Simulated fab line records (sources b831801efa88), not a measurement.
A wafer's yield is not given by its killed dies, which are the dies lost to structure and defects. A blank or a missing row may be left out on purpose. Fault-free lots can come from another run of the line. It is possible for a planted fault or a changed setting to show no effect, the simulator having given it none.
fab line records	flow sky130
record lots=6	wafers=18	lastDay=49
route steps=708 shown GATE_OXIDE@196 POLY_GATE@204 RES_PROTECT@206 PAD_OPEN@708
lots untouched by any fault: they come from a run of this same line in which no faults occurred
startH: start of the lot's first displayed wafer, in hours after the record's first day	waitH: how many hours have passed since the lot's step before this one	" the same as in the row above	L1.1+2: a row that stands for several wafers	- no value, or no start was given	* or withheld: withheld	< > ~ a bound
route shown NAME@n: a module of which the file shows steps, and the number in the route of the first	usual: mean and standard deviation over wafers with no fault	same: alike in all rows	chamber/n: place in a boat	sites: readings site by site	_std_site: the standard deviation of these	_edge_site: the outer-site mean with the inner-site mean subtracted	radiusMm: how far each site lies from the wafer's centre	mask NAME#n: copy n	behind: the last tool/chamber to shape the wafer	hold: reason for holding the lot/hours on hold/outcome of the hold	device: which transistor (n, p or np) failed to switch	end of line: tests of these same wafers at the route's end	a step without rows: its recipe alone	killed: at the first sort, the dies lost to defects and structure; wafer yield is something else	map: shows each die of a wafer: x if killed, . if not, _ if none is there
set.NAME: the run value of the setting; set.NAME@STEP: its run value at that earlier step	model.NAME: the simulator's own value behind a step, which no gauge read
certain route steps with their lots: each step a table, each wafer a row
services: from which hour (startH, from the record's first day; less than 0 if before it) a tool's chamber was out of use, for how many hours, and why
## steps
# step SKY_GATE_OXIDE_DEVELOP_09
# recipe resist=NOVOLAK	developer=TMAH	developTimeS=60	devTempC=23
# step SKY_GATE_OXIDE_OVL_MEAS_10
# usual GATE_OXIDE_OVL=0.6/1.3
lot.wafer	tool	chamber	startH	waitH	GATE_OXIDE_OVL[nm]
L275.1	overlay-01	-	317.39	0.1	0.1
L275.2	"	-	"	"	-0.2
L275.4	"	-	"	"	0.3
L276.3	overlay-02	-	324.72	0.1	1.2
L276.5	"	-	"	"	3.5
L276.6	"	-	"	"	1.8
L277.2	overlay-02	-	331.03	0.1	0.1
L277.3	"	-	"	"	-0.3
L277.5	"	-	"	"	0.4
L279.1	overlay-02	-	348.08	0.1	0.5
L279.4	"	-	"	"	-1.0
L279.6	"	-	"	"	0.2
L290.1	overlay-01	-	444.83	0.1	0.7
L290.2	"	-	"	"	1.6
L290.4	"	-	"	"	2.2
L294.1	overlay-01	-	481.84	0.1	0.0
L294.2	"	-	"	"	0.6
L294.3	"	-	"	"	-0.4
# step SKY_GATE_OXIDE_IMPLANT_11
# recipe species=B	energyKev=10	doseCm2=2.6e+12	tiltDeg=withheld
# step SKY_GATE_OXIDE_WET_ETCH_12
# recipe chemistry=dHF	targetDepthNm=16.8	dry=n2Spin	target=SiO2	dilution=100:1	tempC=25	timeS=336
# step SKY_GATE_OXIDE_STRIP_13
# recipe chemistry=O2/N2	powerW=1400	pressureMtorr=1500	platenTempC=withheld	o2FlowSccm=3000	n2FlowSccm=300	overashFraction=0.5
# usual drypumpMotorCurrentA=5.6/0.47	oesProductAu=0.716/0.0047	stripTimeToEndpointS=14.20/0.039
lot.wafer	tool	chamber	startH	waitH	drypumpMotorCurrentA	oesProductAu	rfHoursCounterH	stripTimeToEndpointS
L275.1	plasmaAsher-04	1	317.69	0.0	5.8	0.715	19	14.24
L275.2	"	0	"	"	5.5	0.710	19	14.15
L275.4	"	0	"	"	5.6	0.711	-	14.15
L276.3	plasmaAsher-03	1	325.03	0.0	4.9	0.714	-	14.20
L276.5	"	0	"	"	6.3	0.708	-	14.15
L276.6	"	1	"	"	4.9	0.714	-	14.15
L277.2	plasmaAsher-04	1	331.32	0.0	5.8	0.713	21	14.21
L277.3	"	0	"	"	5.6	0.714	-	14.24
L277.5	"	1	"	"	5.8	0.717	-	14.22
L279.1	plasmaAsher-01	0	348.37	0.0	5.2	0.715	51	14.16
L279.4	"	1	"	"	5.8	0.709	-	14.16
L279.6	"	1	"	"	5.8	0.727	-	14.18
L290.1	plasmaAsher-03	1	445.11	0.0	4.9	0.710	1	14.22
L290.2	"	0	"	"	6.3	0.718	1	14.17
L290.4	"	1	"	"	4.9	0.720	-	14.17
L294.1	plasmaAsher-04	0	482.13	0.0	5.5	0.717	36	14.21
L294.2	"	1	"	"	5.8	0.709	36	14.19
L294.3	"	0	"	"	5.6	0.717	-	14.21
# step SKY_GATE_OXIDE_TW_MEAS_14
# usual GATE_OXIDE_TW=223.8/1.5
lot.wafer	tool	chamber	startH	waitH	GATE_OXIDE_TW
L275.1	filmMetro-01	-	317.79	0.1	222.3
L275.2	"	-	"	"	223.4
L275.4	"	-	"	"	222.8
L276.3	filmMetro-02	-	325.12	0.1	225.9
L276.5	"	-	"	"	225.9
L276.6	"	-	"	"	225.6
L277.2	filmMetro-02	-	331.43	0.1	224.9
L277.3	"	-	"	"	226.1
L277.5	"	-	"	"	227.4
L279.1	filmMetro-02	-	348.47	0.1	225.1
L279.4	"	-	"	"	226.3
L279.6	"	-	"	"	225.4
L290.1	filmMetro-01	-	445.21	0.1	223.3
L290.2	"	-	"	"	222.6
L290.4	"	-	"	"	224.9
L294.1	filmMetro-01	-	482.23	0.1	222.2
L294.2	"	-	"	"	221.2
L294.3	"	-	"	"	222.8
# step SKY_GATE_OXIDE_CLEAN_15
# recipe chemistry=SC1/SC2	mix=1:4:20	tempC=70	timeS=150	dry=n2Spin
# step SKY_GATE_OXIDE_OXIDATION_16
# recipe tempC=800	ambient=O2	idleTempC=700	rampUpCPerMin=10	rampDownCPerMin=3	stabiliseS=600	purgeS=300	targetThkA=35.7	oxTimeS=1915
# step SKY_POLY_GATE_CVD_00
# recipe material=poly-Si	targetThkNm=180	tempC=620	timeS=720	pressureMtorr=200
# step SKY_POLY_GATE_THK_MEAS_01
# recipe reads=poly-Si_of_POLY_GATE_CVD_00
# usual POLY_GATE_CVD_00_THK=180.8/1.7
lot.wafer	tool	chamber	startH	waitH	POLY_GATE_CVD_00_THK[nm]
L275.1	filmMetro-04	-	320.63	0.0	175.8
L275.2	"	-	"	"	176.6
L275.4	"	-	"	"	173.9
L276.3	filmMetro-04	-	328.25	0.0	180.9
L276.5	"	-	"	"	179.4
L276.6	"	-	"	"	180.5
L277.2	filmMetro-04	-	335.62	0.0	180.2
L277.3	"	-	"	"	178.9
L277.5	"	-	"	"	178.8
L279.1	filmMetro-04	-	351.31	0.0	181.9
L279.4	"	-	"	"	182.8
L279.6	"	-	"	"	183.2
L290.1	filmMetro-01	-	450.34	0.0	182.6
L290.2	"	-	"	"	183.0
L290.4	"	-	"	"	183.6
L294.1	filmMetro-03	-	486.74	0.0	180.2
L294.2	"	-	"	"	180.1
L294.3	"	-	"	"	181.0
# step SKY_RES_PROTECT_DEHYDRATE_00
# recipe tempC=200	timeS=60
# step SKY_RES_PROTECT_HMDS_01
# recipe primeTimeS=60	primeTempC=120
# step SKY_RES_PROTECT_COAT_02
# recipe resist=NOVOLAK	spinRpm=3000	resistThkNm=1140
# usual chillPlateTempC=23.01/0.11
lot.wafer	tool	chamber	startH	waitH	chillPlateTempC	model.NOVOLAK_of_RES_PROTECT_COAT_02.thkNm
L275.1	lithoTrack-04	0	333.14	0.1	22.86	1140
L275.2	"	0	"	"	22.90	1140
L275.4	"	0	"	"	22.94	1139
L276.3	lithoTrack-01	0	341.08	0.1	23.13	1143
L276.5	"	0	"	"	23.15	1140
L276.6	"	0	"	"	23.15	1141
L277.2	lithoTrack-04	0	348.51	0.1	23.09	515.6
L277.3	"	0	"	"	23.06	515.8
L277.5	"	0	"	"	23.10	515.4
L279.1	lithoTrack-04	0	364.74	0.1	23.08	516.1
L279.4	"	0	"	"	22.97	516.5
L279.6	"	0	"	"	23.06	516.7
L290.1	lithoTrack-04	0	464.64	0.1	23.14	1142
L290.2	"	0	"	"	22.98	1142
L290.4	"	0	"	"	23.02	1144
L294.1	lithoTrack-01	0	501.58	0.1	23.10	1145
L294.2	"	0	"	"	23.20	1145
L294.3	"	0	"	"	22.95	1147
# step SKY_RES_PROTECT_SOFTBAKE_03
# recipe tempC=90	timeS=60	resist=NOVOLAK
# step SKY_RES_PROTECT_EXPOSE_04
# recipe maskId=RPM	na=0.6	sourceShape=conventional	sigmaOuter=0.6	polarization=unpolarized	targetCdNm=1270	doseMj=131
# step SKY_RES_PROTECT_PEB_05
# recipe tempC=withheld	timeS=*	resist=NOVOLAK
# step SKY_RES_PROTECT_DEVELOP_06
# recipe resist=NOVOLAK	developer=TMAH	developTimeS=60	devTempC=23
# usual chillPlateTempC=22.97/0.11
lot.wafer	tool	chamber	startH	waitH	chillPlateTempC	model.NOVOLAK_of_RES_PROTECT_COAT_02.thkNm
L275.1	lithoTrack-01	0	345.68	0.1	22.85	1140
L275.2	"	0	"	"	22.90	1139
L275.4	"	0	"	"	22.76	1138
L276.3	lithoTrack-04	0	354.54	0.1	22.99	1143
L276.5	"	0	"	"	23.24	1140
L276.6	"	0	"	"	23.07	1141
L277.2	lithoTrack-04	0	362.76	0.1	22.96	515.1
L277.3	"	0	"	"	22.91	515.4
L277.5	"	0	"	"	23.02	515
L279.1	lithoTrack-04	0	379.19	0.1	23.01	515.7
L279.4	"	0	"	"	22.98	516.1
L279.6	"	0	"	"	22.82	516.3
L290.1	lithoTrack-02	0	479.66	0.1	22.88	1142
L290.2	"	0	"	"	22.71	1142
L290.4	"	0	"	"	22.94	1143
L294.1	lithoTrack-02	0	517.06	0.1	22.98	1145
L294.2	"	0	"	"	22.86	1145
L294.3	"	0	"	"	22.90	1147
# step SKY_POLY_GATE_IMPLANT_02
# recipe species=P	energyKev=30	doseCm2=7.7e+15	tiltDeg=0
# step SKY_RES_PROTECT_STRIP_07
# recipe chemistry=O2/N2	powerW=1400	pressureMtorr=1500	platenTempC=withheld	o2FlowSccm=3000	n2FlowSccm=300	overashFraction=0.5
# usual drypumpMotorCurrentA=5.6/0.61	oesProductAu=0.518/0.0048	stripTimeToEndpointS=23.32/0.038
lot.wafer	tool	chamber	startH	waitH	drypumpMotorCurrentA	oesProductAu	rfHoursCounterH	stripTimeToEndpointS
L275.1	plasmaAsher-03	0	345.98	0.1	6.3	0.511	68	23.27
L275.2	"	1	"	"	4.9	0.513	68	23.28
L275.4	"	1	"	"	4.9	0.518	-	23.27
L276.3	plasmaAsher-03	1	354.82	0.1	4.9	0.502	-	23.32
L276.5	"	1	"	"	4.9	0.522	-	23.29
L276.6	"	0	"	"	6.3	0.523	-	23.30
L277.2	plasmaAsher-02	1	363.04	0.1	4.9	0.426	66	16.18
L277.3	"	0	"	"	6.4	0.426	-	16.20
L277.5	"	0	"	"	6.4	0.427	-	16.21
L279.1	plasmaAsher-04	0	379.49	0.1	5.6	0.428	25	16.20
L279.4	"	1	"	"	5.8	0.430	-	16.19
L279.6	"	1	"	"	5.8	0.416	-	16.17
L290.1	plasmaAsher-02	0	479.96	0.1	6.4	0.517	78	23.30
L290.2	"	1	"	"	4.9	0.522	78	23.31
L290.4	"	1	"	"	4.8	0.523	-	23.29
L294.1	plasmaAsher-03	0	517.36	0.1	6.3	0.512	8	23.36
L294.2	"	1	"	"	4.9	0.518	8	23.35
L294.3	"	1	"	"	4.9	0.517	-	23.38
# step SKY_RES_PROTECT_TW_MEAS_08
# usual POLY_GATE_TW=4032/23
lot.wafer	tool	chamber	startH	waitH	POLY_GATE_TW
L275.1	filmMetro-04	-	346.08	0.1	4047
L275.2	"	-	"	"	4036
L275.4	"	-	"	"	4050
L276.3	filmMetro-02	-	354.91	0.1	4054
L276.5	"	-	"	"	4039
L276.6	"	-	"	"	4022
L277.2	filmMetro-01	-	363.15	0.1	3991
L277.3	"	-	"	"	3997
L277.5	"	-	"	"	4003
L279.1	filmMetro-01	-	379.59	0.1	3995
L279.4	"	-	"	"	4011
L279.6	"	-	"	"	4015
L290.1	filmMetro-04	-	480.06	0.1	4053
L290.2	"	-	"	"	4039
L290.4	"	-	"	"	4057
L294.1	filmMetro-02	-	517.46	0.1	4043
L294.2	"	-	"	"	4082
L294.3	"	-	"	"	4056
# step SKY_PAD_OPEN_PROBE_99
# usual killed_at_M0_to_M3=43/6.8	killed_at_M4_up=3.2/1.8	killedAtContacts=24/5.2	killedAtFrontEnd=15/4.2	killedAtOther=0.4/0.62	killedDies=85/8.7	killedOpen=46/6.7	killedShort=39/5.9
# same grossDies=492	killedAtBackSide=0
lot.wafer	tool	chamber	startH	waitH	killed_at_M0_to_M3	killed_at_M4_up	killedAtContacts	killedAtFrontEnd	killedAtOther	killedDies	killedOpen	killedShort
L275.1	prober-02	-	1078.96	0.1	58	4	20	7	0	89	52	37
L275.2	prober-02	-	1079.01	0.1	38	0	30	12	0	80	37	43
L275.4	prober-02	-	1079.11	0.2	30	1	25	17	0	73	38	35
L276.3	prober-01	-	1082.37	0.2	41	1	31	15	0	88	50	38
L276.5	prober-01	-	1082.47	0.2	46	3	17	21	0	87	48	39
L276.6	prober-01	-	1082.52	0.2	33	2	20	10	0	65	34	30
L277.2	prober-01	-	1093.04	0.1	39	2	20	11	0	72	41	31
L277.3	prober-01	-	1093.09	0.2	44	4	23	20	0	91	49	42
L277.5	prober-01	-	1093.19	0.2	46	3	28	20	0	97	48	49
L279.1	prober-02	-	1102.41	0.1	33	3	25	21	0	82	48	34
L279.4	prober-02	-	1102.56	0.2	42	2	18	18	0	80	43	35
L279.6	prober-02	-	1102.66	0.2	45	3	23	14	1	86	41	45
L290.1	prober-02	-	1163.92	0.1	41	1	20	22	0	84	46	38
L290.2	prober-02	-	1163.97	0.1	46	4	23	22	0	95	56	39
L290.4	prober-02	-	1164.07	0.2	45	3	26	20	0	94	47	47
L294.1	prober-02	-	1183.85	0.1	60	4	20	10	0	94	54	40
L294.2	prober-02	-	1183.90	0.1	51	4	28	16	0	99	56	43
L294.3	prober-02	-	1183.95	0.2	40	6	26	15	0	87	49	37
# killed by level:class
L275.1 VIA1:geometricParticle:open=13 CONTACT:geometricParticle:open=8 METAL2:geometricParticle:short=8 VIA3:geometricParticle:open=8 VIA1:geometricParticle:short=7 VIA2:geometricParticle:open=6 VIA3:geometricParticle:short=5 LI_CONTACT:geometricParticle:open=4
L275.2 CONTACT:geometricParticle:open=10 CONTACT:geometricParticle:short=9 VIA1:geometricParticle:open=9 VIA1:geometricParticle:short=7 METAL2:geometricParticle:short=5 LOCAL_INTERCONNECT:geometricParticle:short=4 POLY_GATE:geometricParticle:open=4 VIA2:geometricParticle:short=4
L275.4 CONTACT:geometricParticle:open=11 VIA1:geometricParticle:open=7 FIELD_ISO:geometricParticle:open=6 LI_CONTACT:geometricParticle:open=6 VIA1:geometricParticle:short=5 METAL1:geometricParticle:short=4 VIA3:geometricParticle:open=4 FIELD_ISO:geometricParticle:short=3
L276.3 CONTACT:geometricParticle:open=16 VIA1:geometricParticle:open=7 METAL1:geometricParticle:short=6 METAL2:geometricParticle:short=6 VIA3:geometricParticle:open=6 POLY_GATE:geometricParticle:short=5 POLY_GATE:geometricParticle:open=5 VIA2:geometricParticle:open=5
L276.5 VIA3:geometricParticle:open=11 VIA2:geometricParticle:open=9 CONTACT:geometricParticle:open=9 FIELD_ISO:geometricParticle:short=7 VIA1:geometricParticle:short=7 VIA1:geometricParticle:open=6 POLY_GATE:geometricParticle:short=5 METAL1:geometricParticle:short=4
L276.6 VIA1:geometricParticle:open=8 METAL1:geometricParticle:short=6 FIELD_ISO:geometricParticle:open=5 CONTACT:geometricParticle:open=5 VIA3:geometricParticle:open=5 LI_CONTACT:geometricParticle:open=4 LOCAL_INTERCONNECT:geometricParticle:short=4 METAL2:geometricParticle:short=4
L277.2 VIA2:geometricParticle:open=9 VIA1:geometricParticle:open=8 LOCAL_INTERCONNECT:geometricParticle:short=6 CONTACT:geometricParticle:open=6 METAL2:geometricParticle:short=6 FIELD_ISO:geometricParticle:open=5 VIA3:geometricParticle:open=5 LI_CONTACT:geometricParticle:open=4
L277.3 CONTACT:geometricParticle:open=15 VIA1:geometricParticle:open=9 POLY_GATE:geometricParticle:short=8 VIA3:geometricParticle:open=7 FIELD_ISO:geometricParticle:short=6 METAL2:geometricParticle:short=6 VIA2:geometricParticle:open=5 METAL3:geometricParticle:short=4
L277.5 VIA1:geometricParticle:open=14 POLY_GATE:geometricParticle:open=8 LOCAL_INTERCONNECT:geometricParticle:short=6 CONTACT:geometricParticle:open=6 VIA2:geometricParticle:open=6 VIA3:geometricParticle:short=6 LI_CONTACT:geometricParticle:open=5 CONTACT:geometricParticle:short=5
L279.1 VIA1:geometricParticle:open=10 POLY_GATE:geometricParticle:open=8 CONTACT:geometricParticle:open=8 LI_CONTACT:geometricParticle:open=6 VIA3:geometricParticle:open=6 FIELD_ISO:geometricParticle:short=5 METAL2:geometricParticle:short=5 METAL1:geometricParticle:short=4
L279.4 VIA1:geometricParticle:open=10 METAL1:geometricParticle:short=9 POLY_GATE:geometricParticle:short=7 LI_CONTACT:geometricParticle:open=7 POLY_GATE:geometricParticle:open=6 CONTACT:geometricParticle:open=6 VIA2:geometricParticle:open=5 VIA3:geometricParticle:open=5
L279.6 CONTACT:geometricParticle:open=8 METAL2:geometricParticle:short=8 METAL1:geometricParticle:short=7 LI_CONTACT:geometricParticle:open=7 VIA1:geometricParticle:open=6 VIA1:geometricParticle:short=6 FIELD_ISO:geometricParticle:short=5 VIA2:geometricParticle:open=5
L290.1 VIA1:geometricParticle:open=12 CONTACT:geometricParticle:open=11 METAL2:geometricParticle:short=9 FIELD_ISO:geometricParticle:open=7 POLY_GATE:geometricParticle:short=6 FIELD_ISO:geometricParticle:short=5 CONTACT:geometricParticle:short=4 METAL1:geometricParticle:open=4
L290.2 VIA2:geometricParticle:open=10 VIA3:geometricParticle:open=10 VIA1:geometricParticle:open=10 CONTACT:geometricParticle:open=9 FIELD_ISO:geometricParticle:short=7 LI_CONTACT:geometricParticle:open=5 POLY_GATE:geometricParticle:short=5 FIELD_ISO:geometricParticle:open=4
L290.4 CONTACT:geometricParticle:open=9 LOCAL_INTERCONNECT:geometricParticle:short=8 VIA2:geometricParticle:open=8 FIELD_ISO:geometricParticle:short=7 METAL1:geometricParticle:short=7 VIA1:geometricParticle:open=7 FIELD_ISO:geometricParticle:open=5 METAL2:geometricParticle:open=5
L294.1 VIA1:geometricParticle:open=14 METAL1:geometricParticle:short=10 CONTACT:geometricParticle:open=9 VIA3:geometricParticle:open=8 LI_CONTACT:geometricParticle:open=5 VIA1:geometricParticle:short=5 METAL2:geometricParticle:short=5 VIA2:geometricParticle:open=4
L294.2 VIA1:geometricParticle:open=13 CONTACT:geometricParticle:open=11 METAL2:geometricParticle:short=8 LI_CONTACT:geometricParticle:open=7 METAL3:geometricParticle:short=7 VIA3:geometricParticle:open=5 CONTACT:geometricParticle:short=5 VIA2:geometricParticle:open=5
L294.3 CONTACT:geometricParticle:open=13 VIA1:geometricParticle:open=7 VIA2:geometricParticle:open=6 METAL4:geometricParticle:short=6 LOCAL_INTERCONNECT:geometricParticle:short=5 METAL2:geometricParticle:short=5 VIA3:geometricParticle:open=5 FIELD_ISO:geometricParticle:short=4
## services
tool	chamber	startH	hours	kind
plasmaAsher-04	-	309.93	2.8	pm
plasmaAsher-02	-	337.13	1.2	repair
plasmaAsher-01	-	359.54	2.6	repair
plasmaAsher-01	-	366.70	0.4	repair
plasmaAsher-01	-	407.28	2.8	pm
plasmaAsher-03	-	421.28	9.0	pm
plasmaAsher-03	0	421.28	9.0	ventCycle
plasmaAsher-03	1	421.28	9.0	ventCycle
plasmaAsher-03	0	430.28	-	clean
plasmaAsher-03	1	430.28	-	clean
lithoTrack-02	-	470.28	-	consumableReplace:filter
plasmaAsher-03	-	489.02	14.6	pm
plasmaAsher-04	-	509.19	14.6	pm
## key
firstSign step=SKY_RES_PROTECT_STRIP_07	reading=stripTimeToEndpointS	direction=down	sigmas=99+	usual=*	struck=*
effect step=SKY_RES_PROTECT_STRIP_07	reading=oesProductAu	direction=down	sigmas=19	usual=0.518	struck=0.426
modelEffect step=SKY_RES_PROTECT_COAT_02	value=NOVOLAK_of_RES_PROTECT_COAT_02.thkNm	without=1141	struck=516
modelEffect step=SKY_RES_PROTECT_DEVELOP_06	value=NOVOLAK_of_RES_PROTECT_COAT_02.thkNm	without=1141	struck=515.6
metAt SKY_RES_PROTECT_COAT_02
struckWafers L277.2,L277.3,L277.5,L279.1,L279.4,L279.6
testerLeftOut L277,L279
onsetBetween 333.14 348.51
alsoFits SKY_RES_PROTECT_DEVELOP_06:lithoTrack-04
fault kind=processParameterDrift	tool=lithoTrack-04	chamber=-	onsetH=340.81	steps=SKY_RES_PROTECT_COAT_02	channel=resistThkNm	offset=-624.53	shape=step	endH=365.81	actsIn=theseRecipesOnly	stated=1140
# testerLeftOut: of these lots the tester's yield and bins aren't shown, on N5 and GAA mostly nor the transistor test; their killed dies are dies lost to structure and defects alone, not to doping, threshold or leakage, so they don't give the yield
